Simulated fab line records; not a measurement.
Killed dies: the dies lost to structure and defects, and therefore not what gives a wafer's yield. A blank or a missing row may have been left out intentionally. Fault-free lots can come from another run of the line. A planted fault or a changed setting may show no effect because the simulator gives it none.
Which tool was responsible? :: flow gf180mcu :: 6 lots with 18 wafers sampled at 4 steps, on a route of 602 steps

== WHAT THE GAUGES SHOWED, per wafer ==
GF_POLY_GATE_THK_MEAS_01.
lot: L173
measured: day 9 13:06
on: filmMetro-01
POLY_GATE_CVD_00_THK (nm): 198.3 199.1 199.0

lot: L175
measured: day 10 13:19
on: filmMetro-01
POLY_GATE_CVD_00_THK (nm): 199.6 199.3 199.6

lot: L178
measured: day 11 05:52
on: filmMetro-01
POLY_GATE_CVD_00_THK (nm): 199.0 198.5 198.1

lot: L187
measured: day 13 22:26
on: filmMetro-04
POLY_GATE_CVD_00_THK (nm): 201.6 202.8 201.3

lot: L191
measured: day 15 00:31
on: filmMetro-01
POLY_GATE_CVD_00_THK (nm): 198.6 197.2 198.1

lot: L192
measured: day 15 11:06
on: filmMetro-04
POLY_GATE_CVD_00_THK (nm): 200.9 201.0 200.7

== TOOL THAT RAN EACH LOT (tool first, then ch and the chambers of the sampled wafers, then the start) ==
lot: L173
GF_VT_IMPLANT_STRIP_09: plasmaAsher-04 ch 0,1, day 6 15:21
GF_VT_IMPLANT_RTA_45: rtpAnneal-01 ch 0, day 8 14:38
GF_POLY_GATE_CVD_00: lpcvd-02 ch 0, day 9 11:46

lot: L175
GF_VT_IMPLANT_STRIP_09: plasmaAsher-02 ch 0,1, day 7 10:52
GF_VT_IMPLANT_RTA_45: rtpAnneal-01 ch 0, day 9 12:36
GF_POLY_GATE_CVD_00: lpcvd-02 ch 1, day 10 11:59

lot: L178
GF_VT_IMPLANT_STRIP_09: plasmaAsher-02 ch 0,1, day 8 02:49
GF_VT_IMPLANT_RTA_45: rtpAnneal-01 ch 0, day 10 06:06
GF_POLY_GATE_CVD_00: lpcvd-02 ch 1, day 11 04:31

lot: L187
GF_VT_IMPLANT_STRIP_09: plasmaAsher-01 ch 0, day 10 03:20
GF_VT_IMPLANT_RTA_45: rtpAnneal-02 ch 0, day 12 11:29
GF_POLY_GATE_CVD_00: lpcvd-01 ch 1, day 13 21:05

lot: L191
GF_VT_IMPLANT_STRIP_09: plasmaAsher-01 ch 0,1, day 11 09:50
GF_VT_IMPLANT_RTA_45: rtpAnneal-02 ch 0, day 13 19:09
GF_POLY_GATE_CVD_00: lpcvd-02 ch 0, day 14 23:11

lot: L192
GF_VT_IMPLANT_STRIP_09: plasmaAsher-02 ch 0,1, day 11 16:34
GF_VT_IMPLANT_RTA_45: rtpAnneal-02 ch 0, day 14 02:35
GF_POLY_GATE_CVD_00: lpcvd-01 ch 1, day 15 09:46
- GF_VT_IMPLANT_STRIP_09: strips in O2/N2.
- GF_VT_IMPLANT_RTA_45: time 30 s.
- GF_POLY_GATE_CVD_00: deposits poly-Si, target thk 200 nm, time 1200 s.

== THE ANSWER, worked out from the rows above alone ==
Rule: what is usual is taken from the lots themselves. Put in order of their means at a reading, lots are off if they are a third of the lots or fewer, leave a main group of 4 or more, and stand apart from it by a gap of 3 or more times the standard deviation of the main group's means; of several such gaps the widest counts. A main group whose means are all the same, to the digits that the tables above print for the reading, isn't used. A lot without any number at a reading at which 4 lots or more have one is off too. Where the step has rows for the other lots, those lots are counted as sound.
Nothing can be told from this: no lot is off at any reading shown.

== WHAT THE SIMULATOR PUT IN ==
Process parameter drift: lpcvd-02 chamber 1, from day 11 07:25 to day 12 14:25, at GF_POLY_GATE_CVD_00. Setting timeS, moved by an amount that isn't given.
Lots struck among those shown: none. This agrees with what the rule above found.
